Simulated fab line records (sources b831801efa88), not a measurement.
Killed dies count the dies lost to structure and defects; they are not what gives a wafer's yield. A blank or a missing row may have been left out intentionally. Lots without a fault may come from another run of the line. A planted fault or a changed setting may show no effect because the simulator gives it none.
Code-filled problem report in 8D (eight disciplines) form / flow gf180mcu / the parts of the form that need people (team, actions taken, sign-off) are left out

## 1. THE PROBLEM
Mean PASSIVATION_CVD_02_THK at GF_PASSIVATION_THK_MEAS_03: 934 nm over 2 wafers in 2 lots; fault-free wafers: 701 nm, standard deviation 8.1. That puts it +29 standard deviations away from the usual mean.
Earliest sighting: wafer L811.3 on film metro-01 at day 33 01:45. Wafers with a number at this step in the record: 42, from 14 lots. Rule for "out" (also "out of limits"): further than 4 standard deviations from the usual mean. The rest of the wafers with a number are treated as sound.

## 2. WHAT IT IS; WHAT IT IS NOT
question=which readings at this step | is=PASSIVATION_CVD_02_THK | is not=-
question=which lots | is=L811, L812 | is not=L794, L795, L797, L798, L799, L801, L802, L803, L805, L813, L814, L816
question=which wafers of those lots | is=L811.3, L812.3 | is not=L811.2, L811.4, L812.4, L812.6
question=read on which gauges | is=film metro-01 | is not=film metro-02, film metro-04
question=when | is=from day 33 01:45 | is not=up to then (29 sound wafers); but 11 sound wafers of L812, L813, L814, L816 came after

## 3. THE SUSPECTS, EACH WITH WHAT RULES IT OUT
Counting: a tool at a process step up to the reading stays a suspect if it ran every lot that is out. Sound lots after the first of them don't rule it out here, since some wafers of a struck lot are sound.
- the gauge at GF_PASSIVATION_THK_MEAS_03: kept. All the wafers that are out were read on film metro-01, and no step on other tools shows them out.
- pecvd-03 at GF_PASSIVATION_CVD_02 (deposits Si3N4, target thk 700 nm, time 486.18 s): kept. Ran every lot that is out, first one L811 (day 33 01:27); last sound lot up to then L805 (day 31 13:43).
- In pecvd-03 at GF_PASSIVATION_CVD_02, the wafers that are out were processed in chamber 1 and their sound lot-mates in chambers 0, 2.
Left after counting: pecvd-03 at GF_PASSIVATION_CVD_02, film metro-01 at GF_PASSIVATION_THK_MEAS_03.

## 4. THE CAUSE (what the simulator had put in)
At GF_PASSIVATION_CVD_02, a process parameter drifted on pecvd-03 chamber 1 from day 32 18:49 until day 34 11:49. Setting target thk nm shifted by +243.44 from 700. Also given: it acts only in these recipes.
2 suspects survive the count, and this tool is in that group.

## 5. SEQUENCE OF EFFECTS, ordered by route
Rows list readings where the struck wafers' mean (over those with a number) sits beyond 3 standard deviations from the usual. Only readings for which the record gives a usual standard deviation are gone through. hours: the time from each lot's start at the first step in this table that gives one to its start at this step, as a median over the lots. sigmas: the change in usual standard deviations.
hours=0; step=GF_PASSIVATION_THK_MEAS_03; reading=PASSIVATION_CVD_02_THK; usual=701 nm; on struck wafers=934; change=+232; sigmas=+29
hours=15; step=GF_PASSIVATION_ETCH_11; reading=oes product au; usual=0.989 a.u.; on struck wafers=0.961; change=-0.028; sigmas=-4.9
Process steps it contains:
- GF_PASSIVATION_ETCH_11: etches the open film in CF4/O2, stops on TiN, target depth 2040 nm, time 453.3 s.
Later steps that measure or inspect, where all struck wafers having a row at the step show a number for every such reading and not one has moved that far: GF_PASSIVATION_BOW_MEAS_14.

## 6. WHAT WOULD HAVE CAUGHT IT SOONER
7 hours passed between the start of the fault at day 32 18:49 and the first reading out of limits at a measuring or inspecting step in this record, taken at day 33 01:45.
Of the tool readings at GF_PASSIVATION_CVD_02 for which the record gives a usual standard deviation, none was out on any struck wafer, so an alarm limit of 4 standard deviations on them would not have fired.
Among the 2 lots that are out, L812 began GF_PASSIVATION_CVD_02 on pecvd-03 after day 33 01:45. Putting the tool on hold at that point would have spared it.
